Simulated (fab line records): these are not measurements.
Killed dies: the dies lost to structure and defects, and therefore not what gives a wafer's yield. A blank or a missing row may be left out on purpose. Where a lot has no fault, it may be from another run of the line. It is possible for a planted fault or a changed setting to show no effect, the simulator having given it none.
What tool caused it? || flow gf180mcu || 13 lots, 39 wafers sampled, at 2 steps of a route of 602

== WHAT THE GAUGES SHOWED, per wafer ==
GF_MIM_THK_MEAS_11: measures by xrf.
{"lot": "L712", "measured": "day 24 09:04", "on": "film-metro-02", "MIM_ALCU_THK (nm)": "205.2 205.4 207.1"}
{"lot": "L713", "measured": "day 24 19:58", "on": "film-metro-02", "MIM_ALCU_THK (nm)": "211.0 205.3 208.8"}
{"lot": "L714", "measured": "day 25 05:01", "on": "film-metro-01", "MIM_ALCU_THK (nm)": "208.4 207.5 209.0"}
{"lot": "L715", "measured": "day 25 17:53", "on": "film-metro-01", "MIM_ALCU_THK (nm)": "206.3 204.2 203.7"}
{"lot": "L716", "measured": "day 26 00:49", "on": "film-metro-03", "MIM_ALCU_THK (nm)": "206.3 206.9 207.0"}
{"lot": "L717", "measured": "day 26 04:41", "on": "film-metro-03", "MIM_ALCU_THK (nm)": "204.0 205.9 203.4"}
{"lot": "L719", "measured": "day 26 22:46", "on": "film-metro-03", "MIM_ALCU_THK (nm)": "206.2 207.2 206.2"}
{"lot": "L723", "measured": "day 28 08:25", "on": "film-metro-03", "MIM_ALCU_THK (nm)": "208.8 208.1 207.9"}
{"lot": "L724", "measured": "day 28 11:19", "on": "film-metro-03", "MIM_ALCU_THK (nm)": "207.2 207.1 206.3"}
{"lot": "L726", "measured": "day 29 00:49", "on": "film-metro-02", "MIM_ALCU_THK (nm)": "205.5 204.8 205.4"}
{"lot": "L729", "measured": "day 29 22:38", "on": "film-metro-02", "MIM_ALCU_THK (nm)": "205.0 201.1 202.6"}
{"lot": "L732", "measured": "day 30 15:00", "on": "film-metro-01", "MIM_ALCU_THK (nm)": "208.3 206.7 209.2"}
{"lot": "L735", "measured": "day 31 10:55", "on": "film-metro-02", "MIM_ALCU_THK (nm)": "202.2 203.8 202.2"}

GF_V5_BOW_MEAS_05.
{"lot": "L712", "measured": "day 26 05:59", "on": "film-metro-04", "V5_BOW (um)": "145 151 142"}
{"lot": "L713", "measured": "day 26 16:35", "on": "film-metro-03", "V5_BOW (um)": "150 146 144"}
{"lot": "L714", "measured": "day 27 00:49", "on": "film-metro-04", "V5_BOW (um)": "130 128 134"}
{"lot": "L715", "measured": "day 27 12:40", "on": "film-metro-03", "V5_BOW (um)": "118 138 138"}
{"lot": "L716", "measured": "day 27 18:11", "on": "film-metro-04", "V5_BOW (um)": "127 120 112"}
{"lot": "L717", "measured": "day 27 23:00", "on": "film-metro-01", "V5_BOW (um)": "136 137 133"}
{"lot": "L719", "measured": "day 28 16:35", "on": "film-metro-03", "V5_BOW (um)": "140 139 123"}
{"lot": "L723", "measured": "day 29 23:42", "on": "film-metro-04", "V5_BOW (um)": "132 126 139"}
{"lot": "L724", "measured": "day 30 02:19", "on": "film-metro-01", "V5_BOW (um)": "126 128 124"}
{"lot": "L726", "measured": "day 30 15:56", "on": "film-metro-01", "V5_BOW (um)": "148 119 133"}
{"lot": "L729", "measured": "day 31 13:34", "on": "film-metro-04", "V5_BOW (um)": "138 138 125"}
{"lot": "L732", "measured": "day 32 03:10", "on": "film-metro-04", "V5_BOW (um)": "131 129 129"}
{"lot": "L735", "measured": "day 32 22:24", "on": "film-metro-03", "V5_BOW (um)": "126 129 122"}

== WHAT TOOL EACH LOT RAN ON (gives the tool, then ch and the chambers of the sampled wafers, and finally the start) ==
The record shows no process step preceding these readings.

== WHAT THE TOOLS THEMSELVES READ (means of the sampled wafers that have a number; where no wafer has one, the mark that the record gives instead) ==
The record holds no such reading with a usual standard deviation.

== THE ANSWER, worked out from the rows above alone ==
Rule: usual is defined by the lots themselves. Put in order of their means at a reading, lots are off if they are a third of the lots or fewer, leave a main group of 4 or more, and stand apart from it by a gap of 3 or more times the standard deviation of the main group's means; of several such gaps the widest counts. The tables above print the reading to a certain number of digits; a main group whose means all agree to those digits is not used. A lot without any number at a reading at which 4 lots or more have one is off too. Where the step has rows for the other lots, those lots are counted as sound. The gauges are gone through in route order, then the tools' own readings, and for those a lot's mean is taken as printed above. At the first step where some lot is off, the reading lying furthest off is the one used; lots without a number count as furthest.
No lot is off at any reading shown: from this, nothing can be told.

== WHAT THE SIMULATOR HAD INSERTED ==
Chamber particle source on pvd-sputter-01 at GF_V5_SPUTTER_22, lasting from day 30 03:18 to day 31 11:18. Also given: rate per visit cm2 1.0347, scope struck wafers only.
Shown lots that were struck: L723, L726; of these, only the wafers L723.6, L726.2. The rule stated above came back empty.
